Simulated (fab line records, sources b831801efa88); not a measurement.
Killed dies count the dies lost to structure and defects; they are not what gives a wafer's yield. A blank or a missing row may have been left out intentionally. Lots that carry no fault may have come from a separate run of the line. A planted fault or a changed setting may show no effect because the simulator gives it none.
Which of the tools did it? :: flow sky130 :: Sampling: 12 lots, 36 wafers, 6 of 708 route steps

WHAT THE GAUGES READ, wafer by wafer
SKY_FIELD_ISO_THK_MEAS_23.
lot: L608
measured: day 2 07:35
on: filmMetro-02
FIELD_ISO_OXIDATION_01_THK (nm): 10.50 10.41 10.32

lot: L610
measured: day 2 20:01
on: filmMetro-02
FIELD_ISO_OXIDATION_01_THK (nm): 9.94 10.02 10.14

lot: L611
measured: day 3 00:04
on: filmMetro-03
FIELD_ISO_OXIDATION_01_THK (nm): 10.14 10.37 10.22

lot: L613
measured: day 3 08:49
on: filmMetro-03
FIELD_ISO_OXIDATION_01_THK (nm): 10.42 10.23 10.40

lot: L614
measured: day 3 16:45
on: filmMetro-03
FIELD_ISO_OXIDATION_01_THK (nm): 10.28 10.45 10.49

lot: L615
measured: day 3 20:19
on: filmMetro-03
FIELD_ISO_OXIDATION_01_THK (nm): 10.10 10.25 10.07

lot: L621
measured: day 5 04:38
on: filmMetro-01
FIELD_ISO_OXIDATION_01_THK (nm): 9.85 10.08 9.99

lot: L622
measured: day 5 06:59
on: filmMetro-01
FIELD_ISO_OXIDATION_01_THK (nm): 9.73 9.58 9.50

lot: L623
measured: day 5 12:44
on: filmMetro-02
FIELD_ISO_OXIDATION_01_THK (nm): 10.13 9.98 10.21

lot: L625
measured: day 6 00:59
on: filmMetro-02
FIELD_ISO_OXIDATION_01_THK (nm): 9.90 9.95 10.17

lot: L627
measured: day 6 10:25
on: filmMetro-03
FIELD_ISO_OXIDATION_01_THK (nm): 10.07 9.93 10.10

lot: L631
measured: day 7 06:43
on: filmMetro-03
FIELD_ISO_OXIDATION_01_THK (nm): 10.11 10.11 10.07

SKY_VT_ADJUST_NCORE_CD_MEAS_07: the cd target is 380 nm.
lot: L608
measured: day 8 13:15
on: cdSem-02
cdNm (nm): 382.3 380.9 377.8

lot: L610
measured: day 9 06:19
on: cdSem-01
cdNm (nm): 381.2 381.1 380.3

lot: L611
measured: day 9 12:08
on: cdSem-01
cdNm (nm): 377.1 375.0 376.9

lot: L613
measured: day 9 23:23
on: cdSem-01
cdNm (nm): 377.5 377.8 375.6

lot: L614
measured: day 10 07:26
on: cdSem-02
cdNm (nm): 381.1 380.8 381.1

lot: L615
measured: day 10 13:19
on: cdSem-02
cdNm (nm): 382.0 380.8 382.8

lot: L621
measured: day 12 09:41
on: cdSem-01
cdNm (nm): 379.5 378.6 378.6

lot: L622
measured: day 12 15:38
on: cdSem-01
cdNm (nm): 374.5 376.8 373.7

lot: L623
measured: day 12 20:41
on: cdSem-02
cdNm (nm): 379.1 380.3 380.1

lot: L625
measured: day 13 13:07
on: cdSem-01
cdNm (nm): 368.3 366.9 370.6 368.7 366.7 370.7

lot: L627
measured: day 14 04:59
on: cdSem-02
cdNm (nm): 361.3 360.8 363.0 361.6 360.9 363.1

lot: L631
measured: day 15 06:45
on: cdSem-01
cdNm (nm): 381.3 381.5 380.1

SKY_VT_ADJUST_HVTR_OVL_MEAS_08.
lot: L608
measured: day 9 10:25
on: overlay-02
VT_ADJUST_HVTR_OVL (nm): 1.7 2.3 0.3

lot: L610
measured: day 10 04:28
on: overlay-01
VT_ADJUST_HVTR_OVL (nm): 1.7 1.7 2.2

lot: L611
measured: day 10 10:35
on: overlay-02
VT_ADJUST_HVTR_OVL (nm): 2.1 1.3 2.2

lot: L613
measured: day 10 21:54
on: overlay-01
VT_ADJUST_HVTR_OVL (nm): -1.4 2.2 0.3

lot: L614
measured: day 11 06:04
on: overlay-02
VT_ADJUST_HVTR_OVL (nm): -0.2 0.7 -1.5

lot: L615
measured: day 11 13:18
on: overlay-02
VT_ADJUST_HVTR_OVL (nm): 1.5 1.2 1.5

lot: L621
measured: day 13 10:33
on: overlay-02
VT_ADJUST_HVTR_OVL (nm): 2.2 0.4 1.1

lot: L622
measured: day 13 16:31
on: overlay-01
VT_ADJUST_HVTR_OVL (nm): 0.4 1.9 -0.1

lot: L623
measured: day 13 22:58
on: overlay-01
VT_ADJUST_HVTR_OVL (nm): 1.2 1.0 0.0

lot: L625
measured: day 14 16:01
on: overlay-02
VT_ADJUST_HVTR_OVL (nm): 1.9 3.1 3.9

lot: L627
measured: day 15 08:04
on: overlay-02
VT_ADJUST_HVTR_OVL (nm): 1.7 1.3 0.3

lot: L631
measured: day 16 09:21
on: overlay-02
VT_ADJUST_HVTR_OVL (nm): 2.5 1.8 2.9

SKY_SONOS_TUNNEL_CD_MEAS_07: the cd target is 410 nm.
lot: L608
measured: day 11 07:32
on: cdSem-02
cdNm (nm): 407.6 409.7 408.1

lot: L610
measured: day 12 03:24
on: cdSem-01
cdNm (nm): 408.2 408.1 408.8

lot: L611
measured: day 12 10:05
on: cdSem-02
cdNm (nm): 415.3 417.0 413.2

lot: L613
measured: day 12 22:07
on: cdSem-01
cdNm (nm): 407.0 408.7 409.5

lot: L614
measured: day 13 06:49
on: cdSem-02
cdNm (nm): 411.3 414.3 414.1

lot: L615
measured: day 13 14:23
on: cdSem-02
cdNm (nm): 413.9 414.3 414.7

lot: L621
measured: day 15 15:50
on: cdSem-01
cdNm (nm): 412.3 412.7 413.3

lot: L622
measured: day 15 20:47
on: cdSem-02
cdNm (nm): 412.6 413.2 411.9

lot: L623
measured: day 16 04:23
on: cdSem-02
cdNm (nm): 408.4 407.0 407.6

lot: L625
measured: day 16 21:41
on: cdSem-01
cdNm (nm): 407.9 409.2 409.0

lot: L627
measured: day 17 15:57
on: cdSem-01
cdNm (nm): 414.1 412.0 413.9

lot: L631
measured: day 18 20:28
on: cdSem-01
cdNm (nm): 409.9 410.0 408.1

WHAT TOOL EACH LOT RAN ON (gives the tool, then ch and the chambers of the sampled wafers, and finally the start)
lot: L608
SKY_VT_ADJUST_NCORE_COAT_02: lithoTrack-01 ch 0, day 8 03:35
SKY_VT_ADJUST_NCORE_STRIP_10: plasmaAsher-04 ch 0,1, day 8 13:33

lot: L610
SKY_VT_ADJUST_NCORE_COAT_02: lithoTrack-02 ch 0, day 8 19:35
SKY_VT_ADJUST_NCORE_STRIP_10: plasmaAsher-04 ch 0,1, day 9 06:36

lot: L611
SKY_VT_ADJUST_NCORE_COAT_02: lithoTrack-02 ch 0, day 9 01:19
SKY_VT_ADJUST_NCORE_STRIP_10: plasmaAsher-01 ch 0,1, day 9 12:27

lot: L613
SKY_VT_ADJUST_NCORE_COAT_02: lithoTrack-02 ch 0, day 9 12:37
SKY_VT_ADJUST_NCORE_STRIP_10: plasmaAsher-04 ch 0,1, day 9 23:41

lot: L614
SKY_VT_ADJUST_NCORE_COAT_02: lithoTrack-03 ch 0, day 9 19:56
SKY_VT_ADJUST_NCORE_STRIP_10: plasmaAsher-04 ch 0,1, day 10 07:45

lot: L615
SKY_VT_ADJUST_NCORE_COAT_02: lithoTrack-02 ch 0, day 10 01:34
SKY_VT_ADJUST_NCORE_STRIP_10: plasmaAsher-03 ch 0,1, day 10 13:37

lot: L621
SKY_VT_ADJUST_NCORE_COAT_02: lithoTrack-01 ch 0, day 11 21:11
SKY_VT_ADJUST_NCORE_STRIP_10: plasmaAsher-03 ch 0,1, day 12 09:59

lot: L622
SKY_VT_ADJUST_NCORE_COAT_02: lithoTrack-02 ch 0, day 12 03:16
SKY_VT_ADJUST_NCORE_STRIP_10: plasmaAsher-03 ch 0,1, day 12 15:57

lot: L623
SKY_VT_ADJUST_NCORE_COAT_02: lithoTrack-03 ch 0, day 12 08:17
SKY_VT_ADJUST_NCORE_STRIP_10: plasmaAsher-03 ch 0,1, day 12 20:59

lot: L625
SKY_VT_ADJUST_NCORE_COAT_02: lithoTrack-02 ch 0, day 13 00:28
SKY_VT_ADJUST_NCORE_STRIP_10: plasmaAsher-01 ch 0,1, day 13 23:29

lot: L627
SKY_VT_ADJUST_NCORE_COAT_02: lithoTrack-02 ch 0, day 13 15:55
SKY_VT_ADJUST_NCORE_STRIP_10: plasmaAsher-01 ch 0,1, day 14 08:31

lot: L631
SKY_VT_ADJUST_NCORE_COAT_02: lithoTrack-03 ch 0, day 14 17:01
SKY_VT_ADJUST_NCORE_STRIP_10: plasmaAsher-04 ch 0, day 15 07:02
- SKY_VT_ADJUST_NCORE_COAT_02: resist thk 1140 nm.
- SKY_VT_ADJUST_NCORE_STRIP_10: strips in O2/N2.

WHAT THE TOOLS THEMSELVES READ (means of the sampled wafers that have a number; where no wafer has one, the mark that the record gives instead)
SKY_VT_ADJUST_NCORE_STRIP_10.
lot: L608
tool: plasmaAsher-04
drypumpMotorCurrentA (A): 6.4
oesProductAu (a.u.): 0.720
stripTimeToEndpointS (s): 14.17

lot: L610
tool: plasmaAsher-04
drypumpMotorCurrentA (A): 6.1
oesProductAu (a.u.): 0.707
stripTimeToEndpointS (s): 14.20

lot: L611
tool: plasmaAsher-01
drypumpMotorCurrentA (A): 5.1
oesProductAu (a.u.): 0.712
stripTimeToEndpointS (s): 14.19

lot: L613
tool: plasmaAsher-04
drypumpMotorCurrentA (A): 6.3
oesProductAu (a.u.): 0.711
stripTimeToEndpointS (s): 14.18

lot: L614
tool: plasmaAsher-04
drypumpMotorCurrentA (A): 6.1
oesProductAu (a.u.): 0.716
stripTimeToEndpointS (s): 14.18

lot: L615
tool: plasmaAsher-03
drypumpMotorCurrentA (A): 5.4
oesProductAu (a.u.): 0.718
stripTimeToEndpointS (s): 14.15

lot: L621
tool: plasmaAsher-03
drypumpMotorCurrentA (A): 5.5
oesProductAu (a.u.): 0.715
stripTimeToEndpointS (s): 14.11

lot: L622
tool: plasmaAsher-03
drypumpMotorCurrentA (A): 5.5
oesProductAu (a.u.): 0.716
stripTimeToEndpointS (s): 14.19

lot: L623
tool: plasmaAsher-03
drypumpMotorCurrentA (A): 5.4
oesProductAu (a.u.): 0.716
stripTimeToEndpointS (s): 14.23

lot: L625
tool: plasmaAsher-01
drypumpMotorCurrentA (A): 5.1
oesProductAu (a.u.): 0.714
stripTimeToEndpointS (s): 16.47

lot: L627
tool: plasmaAsher-01
drypumpMotorCurrentA (A): 4.9
oesProductAu (a.u.): 0.719
stripTimeToEndpointS (s): 16.34

lot: L631
tool: plasmaAsher-04
drypumpMotorCurrentA (A): 6.6
oesProductAu (a.u.): 0.716
stripTimeToEndpointS (s): 14.16

THE ANSWER, worked out from the rows above alone
Rule: what is usual is taken from the lots themselves. The widest of any qualifying gaps counts: lots, ordered by their means at a reading, are off when they make up no more than a third of the lots, leave a main group of 4 or more, and stand apart from it by 3 or more times the standard deviation of that group's means. Not used: any main group whose means are identical at the precision the tables above print for the reading. A lot without any number at a reading at which 4 lots or more have one is off too. The other lots that the step has rows for count as sound. After the gauges, taken in route order, come the tools' own readings; for these a lot's mean is taken, as printed above. At the first step where some lot is off, the reading lying furthest off is the one used; lots without a number count as furthest.
Off at SKY_VT_ADJUST_NCORE_STRIP_10 (stripTimeToEndpointS): L625, L627. The main group: mean 14.18 s, standard deviation 0.03.
If a tool, at that step or one of the process steps before it, ran each lot that is off and ran no sound lot following the first of them, it fits. Can't be told from this: 2 tools fit, lithoTrack-02 at SKY_VT_ADJUST_NCORE_COAT_02, plasmaAsher-01 at SKY_VT_ADJUST_NCORE_STRIP_10.

WHAT THE SIMULATOR HAD INSERTED
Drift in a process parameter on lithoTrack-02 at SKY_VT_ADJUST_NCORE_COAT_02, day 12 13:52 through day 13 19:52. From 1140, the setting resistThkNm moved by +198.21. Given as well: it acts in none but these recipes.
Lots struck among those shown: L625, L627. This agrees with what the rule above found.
